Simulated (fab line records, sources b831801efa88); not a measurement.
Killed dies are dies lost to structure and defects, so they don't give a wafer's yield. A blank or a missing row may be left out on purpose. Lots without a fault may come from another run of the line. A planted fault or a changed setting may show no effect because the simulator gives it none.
One fault seen from 2 desks | flow sky130 | each desk has only its own numbers; what lay behind them comes last

THE METROLOGY DESK
What the gauges read, lot by lot, whatever tool the lot ran on: means of the sampled wafers that have a number. A lot is out of limits, marked OUT, if its mean lies more than 4 standard deviations from the usual mean; the brackets give that distance.
Columns: A = cd_nm at SKY_VT_ADJUST_HVTR_CD_MEAS_07, usual 379.9 nm
lot  | first seen here | A
L937 | day 9 23:27     | 377.2
L939 | day 10 08:46    | 379.4
L942 | day 12 01:46    | 382.9
L945 | day 12 12:21    | 381.8
L944 | day 12 12:40    | 376.5
L946 | day 13 02:56    | 381.8
L951 | day 15 10:49    | 380.8
L953 | day 15 10:50    | 380.2
L952 | day 15 11:28    | 380.0
L954 | day 16 01:20    | 374.9
L955 | day 16 09:19    | 382.9
L958 | day 16 18:40    | 379.8
This desk's finding: nothing out of limits on any of the 12 lots.

THE TOOL OWNER'S DESK: plasma_asher-04
The tool's own readings at SKY_GATE_OXIDE_STRIP_13 (strips in O2/N2): means of the sampled wafers that have a number, for each lot that ran on this tool. A lot is out of limits, marked OUT, if its mean lies more than 4 standard deviations from the usual mean; the brackets give that distance.
Columns: A = drypump_motor_current_A at SKY_GATE_OXIDE_STRIP_13, usual 5.70 A; B = o2_flow_sccm at SKY_GATE_OXIDE_STRIP_13, usual 3002 sccm; C = oes_product_au at SKY_GATE_OXIDE_STRIP_13, usual 0.715 a.u.; D = strip_time_to_endpoint_s at SKY_GATE_OXIDE_STRIP_13, usual 14.18 s
lot  | first seen here | A    | B    | C               | D
L939 | day 14 20:19    | 5.82 | 2994 | 0.716           | 14.19
L942 | day 16 21:21    | 5.83 | 2987 | 0.948 (+50) OUT | -
L952 | day 20 17:44    | 5.82 | 2996 | 0.715           | 14.16
L954 | day 21 13:49    | 5.83 | 3007 | 0.716           | 14.20
L955 | day 21 23:29    | 5.82 | 2999 | 0.716           | 14.21
L958 | day 22 12:12    | 5.83 | 3002 | 0.718           | 14.20
This desk's finding: out of limits on L942; first on L942, day 16 21:21 (oes_product_au at SKY_GATE_OXIDE_STRIP_13). In limits: L939, L952, L954, L955, L958.

PUT TOGETHER
The tool owner's desk could have raised an alarm at day 16 21:21, on L942.
The metrology desk saw nothing out of limits.
The metrology desk has L942 on record, within its limits.
Of the lots named, all ran SKY_GATE_OXIDE_STRIP_13 on plasma_asher-04.

WHAT THE SIMULATOR HAD PUT IN
Strip aborted: plasma_asher-04, from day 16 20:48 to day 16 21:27, at SKY_GATE_OXIDE_STRIP_13. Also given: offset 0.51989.
Lots struck among those shown: L942.
Hours from the fault's start to each desk's first reading out of limits: the tool owner's desk, 1.
